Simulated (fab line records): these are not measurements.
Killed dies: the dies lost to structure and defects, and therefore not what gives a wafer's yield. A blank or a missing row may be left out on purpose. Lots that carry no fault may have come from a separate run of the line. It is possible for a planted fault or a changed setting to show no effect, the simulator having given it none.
The tool behind it: which one? :: flow gf180mcu :: Sampling: 13 lots, 39 wafers, 6 of 602 route steps

## WHAT EACH GAUGE READ, for each wafer
GF_MVSD_TW_MEAS_11. Usual: MVSD_TW typically reads 1575, with standard deviation 9.
lot: L210
measured: day 4 09:47
on: film_metro-01
MVSD_TW: 1575 1566 1566
flag: 

lot: L211
measured: day 5 02:17
on: film_metro-03
MVSD_TW: 1574 1563 1568
flag: 

lot: L212
measured: day 5 07:32
on: film_metro-02
MVSD_TW: 1579 1575 1576
flag: 

lot: L218
measured: day 6 16:37
on: film_metro-03
MVSD_TW: 30 30 30
flag: OFF

lot: L224
measured: day 8 00:28
on: film_metro-01
MVSD_TW: 1575 1571 1580
flag: 

lot: L225
measured: day 8 04:03
on: film_metro-02
MVSD_TW: 1578 1574 1585
flag: 

lot: L227
measured: day 8 19:21
on: film_metro-01
MVSD_TW: 1562 1567 1559
flag: 

lot: L228
measured: day 9 02:53
on: film_metro-02
MVSD_TW: 1591 1597 1584
flag: 

lot: L229
measured: day 9 06:06
on: film_metro-01
MVSD_TW: 1569 1561 1560
flag: 

lot: L230
measured: day 9 12:46
on: film_metro-03
MVSD_TW: 1580 1567 1574
flag: 

lot: L231
measured: day 9 15:41
on: film_metro-01
MVSD_TW: 1570 1574 1573
flag: 

lot: L232
measured: day 9 16:38
on: film_metro-02
MVSD_TW: 1585 1591 1581
flag: 

lot: L233
measured: day 9 23:04
on: film_metro-02
MVSD_TW: 1591 1590 1595
flag: 

GF_V1_RS_MEAS_24: a four-point-probe measurement. Usual: V1_W_RS typically reads 0.329 ohm/sq, with standard deviation 0.0042.
lot: L210
measured: day 17 18:10
on: film_metro-04
V1_W_RS (ohm/sq): 0.330 0.325 0.325
flag: 

lot: L211
measured: day 19 04:13
on: film_metro-04
V1_W_RS (ohm/sq): 0.328 0.327 0.329
flag: 

lot: L212
measured: day 19 11:37
on: film_metro-04
V1_W_RS (ohm/sq): 0.335 0.334 0.337
flag: 

lot: L218
measured: day 21 22:02
on: film_metro-04
V1_W_RS (ohm/sq): 0.331 0.333 0.333
flag: 

lot: L224
measured: day 23 13:35
on: film_metro-02
V1_W_RS (ohm/sq): 0.327 0.332 0.330
flag: 

lot: L225
measured: day 23 20:55
on: film_metro-04
V1_W_RS (ohm/sq): 0.333 0.331 0.329
flag: 

lot: L227
measured: day 24 14:07
on: film_metro-04
V1_W_RS (ohm/sq): 0.331 0.324 0.332
flag: 

lot: L228
measured: day 25 04:31
on: film_metro-02
V1_W_RS (ohm/sq): 0.336 0.327 0.325
flag: 

lot: L229
measured: day 25 09:54
on: film_metro-04
V1_W_RS (ohm/sq): 0.337 0.337 0.330
flag: 

lot: L230
measured: day 25 14:39
on: film_metro-04
V1_W_RS (ohm/sq): 0.322 0.323 0.328
flag: 

lot: L231
measured: day 25 19:35
on: film_metro-03
V1_W_RS (ohm/sq): 0.331 0.327 0.328
flag: 

lot: L232
measured: day 25 22:20
on: film_metro-03
V1_W_RS (ohm/sq): 0.329 0.328 0.329
flag: 

lot: L233
measured: day 26 02:45
on: film_metro-03
V1_W_RS (ohm/sq): 0.337 0.335 0.338
flag: 

## EACH LOT AND THE TOOL THAT RAN IT (in order: tool; ch and the chambers of the sampled wafers; start)
lot: L210
GF_LVPWELL_STRIP_10: plasma_asher-04 ch 0,1, day 3 20:32
GF_MVSD_STRIP_10: plasma_asher-02 ch 0,1, day 4 09:42
GF_SALICIDE_SPUTTER_03: pvd_sputter-03, day 14 18:18
GF_M1_SPUTTER_04: pvd_sputter-04, day 15 18:36

lot: L211
GF_LVPWELL_STRIP_10: plasma_asher-04 ch 0, day 4 11:42
GF_MVSD_STRIP_10: plasma_asher-04 ch 0,1, day 5 02:11
GF_SALICIDE_SPUTTER_03: pvd_sputter-01, day 16 00:57
GF_M1_SPUTTER_04: pvd_sputter-01, day 17 01:59

lot: L212
GF_LVPWELL_STRIP_10: plasma_asher-02 ch 0,1, day 4 16:47
GF_MVSD_STRIP_10: plasma_asher-02 ch 0,1, day 5 07:26
GF_SALICIDE_SPUTTER_03: pvd_sputter-02, day 16 09:03
GF_M1_SPUTTER_04: pvd_sputter-01, day 17 09:48

lot: L218
GF_LVPWELL_STRIP_10: plasma_asher-02 ch 0,1, day 6 01:12
GF_MVSD_STRIP_10: plasma_asher-01 ch 0,1, day 6 16:31
GF_SALICIDE_SPUTTER_03: pvd_sputter-01, day 18 14:58
GF_M1_SPUTTER_04: pvd_sputter-01, day 19 19:20

lot: L224
GF_LVPWELL_STRIP_10: plasma_asher-04 ch 0,1, day 7 08:14
GF_MVSD_STRIP_10: plasma_asher-04 ch 0,1, day 8 00:22
GF_SALICIDE_SPUTTER_03: pvd_sputter-03, day 20 09:18
GF_M1_SPUTTER_04: pvd_sputter-01, day 21 12:43

lot: L225
GF_LVPWELL_STRIP_10: plasma_asher-03 ch 0,1, day 7 11:04
GF_MVSD_STRIP_10: plasma_asher-02 ch 0,1, day 8 03:58
GF_SALICIDE_SPUTTER_03: pvd_sputter-02, day 20 18:52
GF_M1_SPUTTER_04: pvd_sputter-04, day 21 21:29

lot: L227
GF_LVPWELL_STRIP_10: plasma_asher-04 ch 0,1, day 8 01:53
GF_MVSD_STRIP_10: plasma_asher-02 ch 0,1, day 8 19:15
GF_SALICIDE_SPUTTER_03: pvd_sputter-02, day 21 13:41
GF_M1_SPUTTER_04: pvd_sputter-04, day 22 15:02

lot: L228
GF_LVPWELL_STRIP_10: plasma_asher-03 ch 0, day 8 10:00
GF_MVSD_STRIP_10: plasma_asher-02 ch 0,1, day 9 02:47
GF_SALICIDE_SPUTTER_03: pvd_sputter-02, day 22 03:54
GF_M1_SPUTTER_04: pvd_sputter-04, day 23 05:18

lot: L229
GF_LVPWELL_STRIP_10: plasma_asher-04 ch 0,1, day 8 13:05
GF_MVSD_STRIP_10: plasma_asher-01 ch 0,1, day 9 06:01
GF_SALICIDE_SPUTTER_03: pvd_sputter-01, day 22 08:55
GF_M1_SPUTTER_04: pvd_sputter-01, day 23 10:36

lot: L230
GF_LVPWELL_STRIP_10: plasma_asher-03 ch 0,1, day 8 19:25
GF_MVSD_STRIP_10: plasma_asher-01 ch 0,1, day 9 12:41
GF_SALICIDE_SPUTTER_03: pvd_sputter-01, day 22 14:25
GF_M1_SPUTTER_04: pvd_sputter-04, day 23 15:53

lot: L231
GF_LVPWELL_STRIP_10: plasma_asher-02 ch 0,1, day 8 21:53
GF_MVSD_STRIP_10: plasma_asher-04 ch 0,1, day 9 15:35
GF_SALICIDE_SPUTTER_03: pvd_sputter-03, day 22 19:52
GF_M1_SPUTTER_04: pvd_sputter-03, day 23 21:06

lot: L232
GF_LVPWELL_STRIP_10: plasma_asher-03 ch 0,1, day 8 23:00
GF_MVSD_STRIP_10: plasma_asher-02 ch 1, day 9 16:32
GF_SALICIDE_SPUTTER_03: pvd_sputter-02, day 22 23:14
GF_M1_SPUTTER_04: pvd_sputter-04, day 24 00:38

lot: L233
GF_LVPWELL_STRIP_10: plasma_asher-04 ch 0,1, day 9 04:41
GF_MVSD_STRIP_10: plasma_asher-01 ch 0,1, day 9 22:57
GF_SALICIDE_SPUTTER_03: pvd_sputter-01, day 23 03:48
GF_M1_SPUTTER_04: pvd_sputter-01, day 24 04:50
- GF_LVPWELL_STRIP_10: strips in O2/N2.
- GF_MVSD_STRIP_10: strips in O2/N2.
- GF_SALICIDE_SPUTTER_03: material TiN, target thk 20 nm, time 16.7 s.
- GF_M1_SPUTTER_04: material TiN, target thk 50 nm, time 41.7 s.

## WHAT THE TOOLS THEMSELVES READ (means of the sampled wafers that have a number; where no wafer has one, the mark that the record gives instead)
GF_LVPWELL_STRIP_10. Usual: drypump_motor_current_A 5.8 A, standard deviation 0.58; heater_power_w 331 W, standard deviation 24; n2_flow_sccm 299.9 sccm, standard deviation 0.93; oes_product_au 0.723 a.u., standard deviation 0.0043; strip_time_to_endpoint_s 36.96 s, standard deviation 0.093.
lot: L210
tool: plasma_asher-04
drypump_motor_current_A (A): 5.4
heater_power_w (W): 323
n2_flow_sccm (sccm): 299.9
oes_product_au (a.u.): 0.724
strip_time_to_endpoint_s (s): 36.89
flag: 

lot: L211
tool: plasma_asher-04
drypump_motor_current_A (A): 5.2
heater_power_w (W): 330
n2_flow_sccm (sccm): 300.3
oes_product_au (a.u.): 0.724
strip_time_to_endpoint_s (s): 36.99
flag: 

lot: L212
tool: plasma_asher-02
drypump_motor_current_A (A): 6.2
heater_power_w (W): 310
n2_flow_sccm (sccm): 300.3
oes_product_au (a.u.): 0.723
strip_time_to_endpoint_s (s): 36.92
flag: 

lot: L218
tool: plasma_asher-02
drypump_motor_current_A (A): 5.7
heater_power_w (W): 325
n2_flow_sccm (sccm): 299.6
oes_product_au (a.u.): 0.948
strip_time_to_endpoint_s (s): -
flag: OFF

lot: L224
tool: plasma_asher-04
drypump_motor_current_A (A): 5.4
heater_power_w (W): 312
n2_flow_sccm (sccm): 299.9
oes_product_au (a.u.): 0.721
strip_time_to_endpoint_s (s): 36.97
flag: 

lot: L225
tool: plasma_asher-03
drypump_motor_current_A (A): 6.2
heater_power_w (W): 367
n2_flow_sccm (sccm): 300.1
oes_product_au (a.u.): 0.718
strip_time_to_endpoint_s (s): 37.00
flag: 

lot: L227
tool: plasma_asher-04
drypump_motor_current_A (A): 5.5
heater_power_w (W): 315
n2_flow_sccm (sccm): 299.2
oes_product_au (a.u.): 0.722
strip_time_to_endpoint_s (s): 36.98
flag: 

lot: L228
tool: plasma_asher-03
drypump_motor_current_A (A): 6.8
heater_power_w (W): 355
n2_flow_sccm (sccm): 299.6
oes_product_au (a.u.): 0.722
strip_time_to_endpoint_s (s): 36.76
flag: 

lot: L229
tool: plasma_asher-04
drypump_motor_current_A (A): 5.4
heater_power_w (W): 310
n2_flow_sccm (sccm): 299.6
oes_product_au (a.u.): 0.725
strip_time_to_endpoint_s (s): 37.05
flag: 

lot: L230
tool: plasma_asher-03
drypump_motor_current_A (A): 6.5
heater_power_w (W): 358
n2_flow_sccm (sccm): 300.9
oes_product_au (a.u.): 0.715
strip_time_to_endpoint_s (s): 36.93
flag: 

lot: L231
tool: plasma_asher-02
drypump_motor_current_A (A): 6.2
heater_power_w (W): 313
n2_flow_sccm (sccm): 300.0
oes_product_au (a.u.): 0.725
strip_time_to_endpoint_s (s): 36.94
flag: 

lot: L232
tool: plasma_asher-03
drypump_motor_current_A (A): 6.2
heater_power_w (W): 363
n2_flow_sccm (sccm): 300.8
oes_product_au (a.u.): 0.721
strip_time_to_endpoint_s (s): 36.98
flag: 

lot: L233
tool: plasma_asher-04
drypump_motor_current_A (A): 5.5
heater_power_w (W): 310
n2_flow_sccm (sccm): 299.8
oes_product_au (a.u.): 0.721
strip_time_to_endpoint_s (s): 36.89
flag: 

GF_MVSD_STRIP_10. Usual: drypump_motor_current_A 5.8 A, standard deviation 0.48; heater_power_w 324 W, standard deviation 32; n2_flow_sccm 300.1 sccm, standard deviation 0.96; oes_product_au 0.723 a.u., standard deviation 0.0049; strip_time_to_endpoint_s 36.97 s, standard deviation 0.11.
lot: L210
tool: plasma_asher-02
drypump_motor_current_A (A): 6.1
heater_power_w (W): 312
n2_flow_sccm (sccm): 300.8
oes_product_au (a.u.): 0.717
strip_time_to_endpoint_s (s): 37.10
flag: 

lot: L211
tool: plasma_asher-04
drypump_motor_current_A (A): 5.3
heater_power_w (W): 326
n2_flow_sccm (sccm): 300.0
oes_product_au (a.u.): 0.724
strip_time_to_endpoint_s (s): 37.04
flag: 

lot: L212
tool: plasma_asher-02
drypump_motor_current_A (A): 5.7
heater_power_w (W): 327
n2_flow_sccm (sccm): 300.2
oes_product_au (a.u.): 0.723
strip_time_to_endpoint_s (s): 36.77
flag: 

lot: L218
tool: plasma_asher-01
drypump_motor_current_A (A): 5.9
heater_power_w (W): 318
n2_flow_sccm (sccm): 300.7
oes_product_au (a.u.): 0.731
strip_time_to_endpoint_s (s): 55.43
flag: OFF

lot: L224
tool: plasma_asher-04
drypump_motor_current_A (A): 5.3
heater_power_w (W): 313
n2_flow_sccm (sccm): 300.0
oes_product_au (a.u.): 0.724
strip_time_to_endpoint_s (s): 36.87
flag: 

lot: L225
tool: plasma_asher-02
drypump_motor_current_A (A): 5.7
heater_power_w (W): 325
n2_flow_sccm (sccm): 300.3
oes_product_au (a.u.): 0.721
strip_time_to_endpoint_s (s): 37.05
flag: 

lot: L227
tool: plasma_asher-02
drypump_motor_current_A (A): 6.2
heater_power_w (W): 316
n2_flow_sccm (sccm): 300.5
oes_product_au (a.u.): 0.724
strip_time_to_endpoint_s (s): 36.92
flag: 

lot: L228
tool: plasma_asher-02
drypump_motor_current_A (A): 5.7
heater_power_w (W): 319
n2_flow_sccm (sccm): 299.8
oes_product_au (a.u.): 0.724
strip_time_to_endpoint_s (s): 36.91
flag: 

lot: L229
tool: plasma_asher-01
drypump_motor_current_A (A): 5.9
heater_power_w (W): 323
n2_flow_sccm (sccm): 300.2
oes_product_au (a.u.): 0.728
strip_time_to_endpoint_s (s): 37.05
flag: 

lot: L230
tool: plasma_asher-01
drypump_motor_current_A (A): 5.7
heater_power_w (W): 353
n2_flow_sccm (sccm): 300.0
oes_product_au (a.u.): 0.720
strip_time_to_endpoint_s (s): 36.79
flag: 

lot: L231
tool: plasma_asher-04
drypump_motor_current_A (A): 5.4
heater_power_w (W): 314
n2_flow_sccm (sccm): 300.4
oes_product_au (a.u.): 0.732
strip_time_to_endpoint_s (s): 37.08
flag: 

lot: L232
tool: plasma_asher-02
drypump_motor_current_A (A): 6.6
heater_power_w (W): 304
n2_flow_sccm (sccm): 300.1
oes_product_au (a.u.): 0.718
strip_time_to_endpoint_s (s): 36.94
flag: 

lot: L233
tool: plasma_asher-01
drypump_motor_current_A (A): 5.9
heater_power_w (W): 317
n2_flow_sccm (sccm): 300.2
oes_product_au (a.u.): 0.723
strip_time_to_endpoint_s (s): 37.00
flag: 

GF_SALICIDE_SPUTTER_03. Usual: throttle_valve_pct reads 30.0 % (standard deviation 0.83).
lot: L210
tool: pvd_sputter-03
throttle_valve_pct (%): 30.1
flag: 

lot: L211
tool: pvd_sputter-01
throttle_valve_pct (%): 30.2
flag: 

lot: L212
tool: pvd_sputter-02
throttle_valve_pct (%): 29.9
flag: 

lot: L218
tool: pvd_sputter-01
throttle_valve_pct (%): 30.5
flag: 

lot: L224
tool: pvd_sputter-03
throttle_valve_pct (%): 29.0
flag: 

lot: L225
tool: pvd_sputter-02
throttle_valve_pct (%): 30.6
flag: 

lot: L227
tool: pvd_sputter-02
throttle_valve_pct (%): 30.7
flag: 

lot: L228
tool: pvd_sputter-02
throttle_valve_pct (%): 29.0
flag: 

lot: L229
tool: pvd_sputter-01
throttle_valve_pct (%): 30.1
flag: 

lot: L230
tool: pvd_sputter-01
throttle_valve_pct (%): 30.5
flag: 

lot: L231
tool: pvd_sputter-03
throttle_valve_pct (%): 29.3
flag: 

lot: L232
tool: pvd_sputter-02
throttle_valve_pct (%): 29.9
flag: 

lot: L233
tool: pvd_sputter-01
throttle_valve_pct (%): 30.2
flag: 

GF_M1_SPUTTER_04. Usual: throttle_valve_pct reads 30.1 % (standard deviation 0.6).
lot: L210
tool: pvd_sputter-04
throttle_valve_pct (%): 30.7
flag: 

lot: L211
tool: pvd_sputter-01
throttle_valve_pct (%): 30.2
flag: 

lot: L212
tool: pvd_sputter-01
throttle_valve_pct (%): 30.4
flag: 

lot: L218
tool: pvd_sputter-01
throttle_valve_pct (%): 30.3
flag: 

lot: L224
tool: pvd_sputter-01
throttle_valve_pct (%): 30.4
flag: 

lot: L225
tool: pvd_sputter-04
throttle_valve_pct (%): 29.9
flag: 

lot: L227
tool: pvd_sputter-04
throttle_valve_pct (%): 29.9
flag: 

lot: L228
tool: pvd_sputter-04
throttle_valve_pct (%): 29.9
flag: 

lot: L229
tool: pvd_sputter-01
throttle_valve_pct (%): 30.2
flag: 

lot: L230
tool: pvd_sputter-04
throttle_valve_pct (%): 29.8
flag: 

lot: L231
tool: pvd_sputter-03
throttle_valve_pct (%): 30.5
flag: 

lot: L232
tool: pvd_sputter-04
throttle_valve_pct (%): 30.1
flag: 

lot: L233
tool: pvd_sputter-01
throttle_valve_pct (%): 30.6
flag: 

## THE ANSWER, worked out from the rows above alone
Rule: take the mean of a lot's wafers that have a number; if it is more than 3 standard deviations from the usual mean, the lot is off. Also off: a lot with no number at a reading for which 4 or more lots have one. The other lots that the step has rows for count as sound. Order of review: gauges by route order, followed by the tools' own readings, for which a lot's mean as printed above is used. At the first step where some lot is off, the reading lying furthest off is the one used; lots without a number count as furthest.
Off: L218, seen at GF_MVSD_TW_MEAS_11 (MVSD_TW).
If a tool, at a process step before that reading, ran all the lots that are off and no sound lot after the first of them, it fits. Not tried: the gauges at GF_MVSD_TW_MEAS_11; whatever is off there is also off at GF_LVPWELL_STRIP_10, on other tools, and gauge error can't account for it. No candidate that was tried fits.

## WHAT THE SIMULATOR PUT IN
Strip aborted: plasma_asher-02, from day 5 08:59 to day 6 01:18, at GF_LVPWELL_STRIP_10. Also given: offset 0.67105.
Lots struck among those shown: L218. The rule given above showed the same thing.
